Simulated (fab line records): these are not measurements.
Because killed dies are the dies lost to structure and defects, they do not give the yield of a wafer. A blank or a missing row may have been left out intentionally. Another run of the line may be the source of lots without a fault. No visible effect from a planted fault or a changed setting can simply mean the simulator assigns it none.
The tool behind it: which one? / flow sky130 / 14 lots, 42 wafers sampled, at 4 steps of a route of 708

## WHAT THE GAUGES SHOWED, per wafer
SKY_GATE_OXIDE_OVL_MEAS_10. Usual: for GATE_OXIDE_OVL the level is 0.5 nm and the standard deviation is 1.7.
lot=L470; measured=day 13 21:56; on=overlay-02; GATE_OXIDE_OVL (nm)=0.8 0.9 1.0; flag=
lot=L472; measured=day 14 14:38; on=overlay-02; GATE_OXIDE_OVL (nm)=2.6 1.9 3.2; flag=
lot=L473; measured=day 15 04:32; on=overlay-01; GATE_OXIDE_OVL (nm)=-3.7 -3.0 -3.2; flag=
lot=L475; measured=day 15 12:26; on=overlay-01; GATE_OXIDE_OVL (nm)=-0.7 -1.6 -2.0; flag=
lot=L474; measured=day 15 17:46; on=overlay-02; GATE_OXIDE_OVL (nm)=0.4 0.7 1.3; flag=
lot=L476; measured=day 15 22:46; on=overlay-02; GATE_OXIDE_OVL (nm)=0.7 -1.8 1.6; flag=
lot=L477; measured=day 16 05:49; on=overlay-01; GATE_OXIDE_OVL (nm)=2.1 1.2 1.2; flag=
lot=L485; measured=day 19 12:13; on=overlay-02; GATE_OXIDE_OVL (nm)=-1.6 -1.1 -0.2; flag=
lot=L486; measured=day 19 16:41; on=overlay-02; GATE_OXIDE_OVL (nm)=0.2 2.0 1.3; flag=
lot=L487; measured=day 19 21:29; on=overlay-02; GATE_OXIDE_OVL (nm)=-0.6 -0.6 1.1; flag=
lot=L489; measured=day 20 23:33; on=overlay-02; GATE_OXIDE_OVL (nm)=1.4 2.3 1.5; flag=
lot=L490; measured=day 20 23:41; on=overlay-01; GATE_OXIDE_OVL (nm)=-0.9 2.5 0.4; flag=
lot=L491; measured=day 21 13:06; on=overlay-02; GATE_OXIDE_OVL (nm)=1.6 0.9 0.6; flag=
lot=L492; measured=day 21 14:32; on=overlay-01; GATE_OXIDE_OVL (nm)=3.3 1.7 3.2; flag=

SKY_POLY_GATE_THK_MEAS_04. Usual: for POLY_GATE_CVD_03_THK the level is 75.2 nm and the standard deviation is 0.8.
lot=L470; measured=day 15 08:05; on=film_metro-04; POLY_GATE_CVD_03_THK (nm)=76.3 76.8 77.1; flag=
lot=L472; measured=day 15 23:51; on=film_metro-04; POLY_GATE_CVD_03_THK (nm)=74.0 73.6 73.9; flag=
lot=L473; measured=day 16 17:45; on=film_metro-03; POLY_GATE_CVD_03_THK (nm)=74.6 75.7 74.9; flag=
lot=L475; measured=day 16 22:14; on=film_metro-03; POLY_GATE_CVD_03_THK (nm)=75.1 75.7 75.4; flag=
lot=L474; measured=day 17 04:50; on=film_metro-01; POLY_GATE_CVD_03_THK (nm)=74.4 74.6 74.3; flag=
lot=L476; measured=day 17 11:20; on=film_metro-03; POLY_GATE_CVD_03_THK (nm)=74.5 74.4 74.2; flag=
lot=L477; measured=day 17 23:05; on=film_metro-01; POLY_GATE_CVD_03_THK (nm)=74.9 75.5 75.2; flag=
lot=L485; measured=day 20 23:46; on=film_metro-03; POLY_GATE_CVD_03_THK (nm)=76.4 76.0 76.2; flag=
lot=L486; measured=day 21 06:04; on=film_metro-04; POLY_GATE_CVD_03_THK (nm)=76.4 75.6 75.7; flag=
lot=L487; measured=day 21 10:50; on=film_metro-03; POLY_GATE_CVD_03_THK (nm)=75.3 75.1 75.1; flag=
lot=L489; measured=day 22 11:52; on=film_metro-04; POLY_GATE_CVD_03_THK (nm)=75.0 74.9 74.5; flag=
lot=L490; measured=day 22 10:31; on=film_metro-04; POLY_GATE_CVD_03_THK (nm)=76.2 76.4 76.4; flag=
lot=L491; measured=day 23 01:55; on=film_metro-04; POLY_GATE_CVD_03_THK (nm)=75.3 75.4 74.8; flag=
lot=L492; measured=day 23 03:16; on=film_metro-03; POLY_GATE_CVD_03_THK (nm)=75.8 76.4 76.0; flag=

SKY_POLY_GATE_THK_MEAS_21. Usual: for POLY_GATE_OXIDATION_THK the level is 4.09 nm and the standard deviation is 0.092.
lot=L470; measured=day 16 15:55; on=film_metro-01; POLY_GATE_OXIDATION_THK (nm)=4.02 4.17 4.18; flag=
lot=L472; measured=day 17 09:50; on=film_metro-04; POLY_GATE_OXIDATION_THK (nm)=4.01 4.01 4.01; flag=
lot=L473; measured=day 18 03:13; on=film_metro-03; POLY_GATE_OXIDATION_THK (nm)=4.10 4.07 4.04; flag=
lot=L475; measured=day 18 10:08; on=film_metro-01; POLY_GATE_OXIDATION_THK (nm)=4.27 4.14 4.21; flag=
lot=L474; measured=day 18 14:53; on=film_metro-04; POLY_GATE_OXIDATION_THK (nm)=4.07 4.03 4.04; flag=
lot=L476; measured=day 18 21:27; on=film_metro-03; POLY_GATE_OXIDATION_THK (nm)=4.11 4.23 4.24; flag=
lot=L477; measured=day 19 07:50; on=film_metro-03; POLY_GATE_OXIDATION_THK (nm)=4.14 4.14 4.17; flag=
lot=L485; measured=day 22 08:00; on=film_metro-01; POLY_GATE_OXIDATION_THK (nm)=4.18 4.12 4.17; flag=
lot=L486; measured=day 22 15:15; on=film_metro-04; POLY_GATE_OXIDATION_THK (nm)=4.07 4.09 4.05; flag=
lot=L487; measured=day 22 19:51; on=film_metro-03; POLY_GATE_OXIDATION_THK (nm)=4.03 4.06 4.09; flag=
lot=L489; measured=day 23 19:55; on=film_metro-01; POLY_GATE_OXIDATION_THK (nm)=4.20 4.18 4.19; flag=
lot=L490; measured=day 23 17:45; on=film_metro-03; POLY_GATE_OXIDATION_THK (nm)=4.20 4.00 4.19; flag=
lot=L491; measured=day 24 10:43; on=film_metro-03; POLY_GATE_OXIDATION_THK (nm)=4.18 4.22 4.16; flag=
lot=L492; measured=day 24 11:58; on=film_metro-03; POLY_GATE_OXIDATION_THK (nm)=4.14 4.11 4.05; flag=

## TOOL THAT RAN EACH LOT (tool first, then ch and the chambers of the sampled wafers, then the start)
lot=L470; SKY_POLY_GATE_EXPOSE_10=krf_scanner-02 ch 0, day 15 21:57
lot=L472; SKY_POLY_GATE_EXPOSE_10=krf_scanner-01 ch 0, day 16 14:11
lot=L473; SKY_POLY_GATE_EXPOSE_10=krf_scanner-02 ch 0, day 17 08:41
lot=L475; SKY_POLY_GATE_EXPOSE_10=krf_scanner-02 ch 0, day 17 12:46
lot=L474; SKY_POLY_GATE_EXPOSE_10=krf_scanner-01, day 17 20:11
lot=L476; SKY_POLY_GATE_EXPOSE_10=krf_scanner-01, day 18 01:50
lot=L477; SKY_POLY_GATE_EXPOSE_10=krf_scanner-02 ch 0, day 18 14:49
lot=L485; SKY_POLY_GATE_EXPOSE_10=krf_scanner-01 ch 0, day 21 15:29
lot=L486; SKY_POLY_GATE_EXPOSE_10=krf_scanner-02 ch 0, day 21 21:58
lot=L487; SKY_POLY_GATE_EXPOSE_10=krf_scanner-01 ch 0, day 22 02:53
lot=L489; SKY_POLY_GATE_EXPOSE_10=krf_scanner-02 ch 0, day 23 03:18
lot=L490; SKY_POLY_GATE_EXPOSE_10=krf_scanner-02 ch 0, day 23 01:28
lot=L491; SKY_POLY_GATE_EXPOSE_10=krf_scanner-02 ch 0, day 23 16:59
lot=L492; SKY_POLY_GATE_EXPOSE_10=krf_scanner-02 ch 0, day 23 18:21
- SKY_POLY_GATE_EXPOSE_10: exposes mask P1M, target cd 150 nm.

## WHAT THE TOOLS THEMSELVES READ (means of the sampled wafers that have a number; where no wafer has one, the mark that the record gives instead)
SKY_POLY_GATE_EXPOSE_10. Usual: exposure_dose_mJ_cm2 27.988, standard deviation 0.029; focus_offset_nm 0.1 nm, standard deviation 0.48; reticle_temp_C 22.99 C, standard deviation 0.1.
lot=L470; tool=krf_scanner-02; exposure_dose_mJ_cm2=27.963; focus_offset_nm (nm)=-0.5; reticle_temp_C (C)=23.15; flag=
lot=L472; tool=krf_scanner-01; exposure_dose_mJ_cm2=27.986; focus_offset_nm (nm)=0.7; reticle_temp_C (C)=23.00; flag=
lot=L473; tool=krf_scanner-02; exposure_dose_mJ_cm2=27.974; focus_offset_nm (nm)=-0.4; reticle_temp_C (C)=22.98; flag=
lot=L475; tool=krf_scanner-02; exposure_dose_mJ_cm2=27.972; focus_offset_nm (nm)=0.4; reticle_temp_C (C)=22.96; flag=
lot=L474; tool=krf_scanner-01; exposure_dose_mJ_cm2=-; focus_offset_nm (nm)=-; reticle_temp_C (C)=-; flag=OFF
lot=L476; tool=krf_scanner-01; exposure_dose_mJ_cm2=-; focus_offset_nm (nm)=-; reticle_temp_C (C)=-; flag=OFF
lot=L477; tool=krf_scanner-02; exposure_dose_mJ_cm2=28.026; focus_offset_nm (nm)=-0.1; reticle_temp_C (C)=22.91; flag=
lot=L485; tool=krf_scanner-01; exposure_dose_mJ_cm2=27.973; focus_offset_nm (nm)=0.8; reticle_temp_C (C)=23.02; flag=
lot=L486; tool=krf_scanner-02; exposure_dose_mJ_cm2=27.929; focus_offset_nm (nm)=0.1; reticle_temp_C (C)=23.02; flag=
lot=L487; tool=krf_scanner-01; exposure_dose_mJ_cm2=28.019; focus_offset_nm (nm)=0.2; reticle_temp_C (C)=22.92; flag=
lot=L489; tool=krf_scanner-02; exposure_dose_mJ_cm2=27.979; focus_offset_nm (nm)=0.3; reticle_temp_C (C)=22.99; flag=
lot=L490; tool=krf_scanner-02; exposure_dose_mJ_cm2=28.003; focus_offset_nm (nm)=0.2; reticle_temp_C (C)=23.01; flag=
lot=L491; tool=krf_scanner-02; exposure_dose_mJ_cm2=28.002; focus_offset_nm (nm)=-0.2; reticle_temp_C (C)=22.93; flag=
lot=L492; tool=krf_scanner-02; exposure_dose_mJ_cm2=28.015; focus_offset_nm (nm)=0.5; reticle_temp_C (C)=22.89; flag=

## THE ANSWER, worked out from the rows above alone
Rule: a lot is off if the mean of its wafers that have a number lies more than 3 standard deviations from the usual mean. Also off: a lot with no number at a reading for which 4 or more lots have one. The other lots that the step has rows for count as sound. The gauges are gone through in route order, then the tools' own readings, and for those a lot's mean is taken as printed above. The first step at which some lot is off is used, and at that step the reading that is off furthest; a lot without a number counts as furthest.
Off: L474, L476 (SKY_POLY_GATE_EXPOSE_10, exposure_dose_mJ_cm2). Without a number there: L474, L476.
A tool fits if, at that step or a process step before it, it ran every lot that is off, and no sound lot after the first of them. None of those tried fits.

## WHAT HAD BEEN PUT IN BY THE SIMULATOR
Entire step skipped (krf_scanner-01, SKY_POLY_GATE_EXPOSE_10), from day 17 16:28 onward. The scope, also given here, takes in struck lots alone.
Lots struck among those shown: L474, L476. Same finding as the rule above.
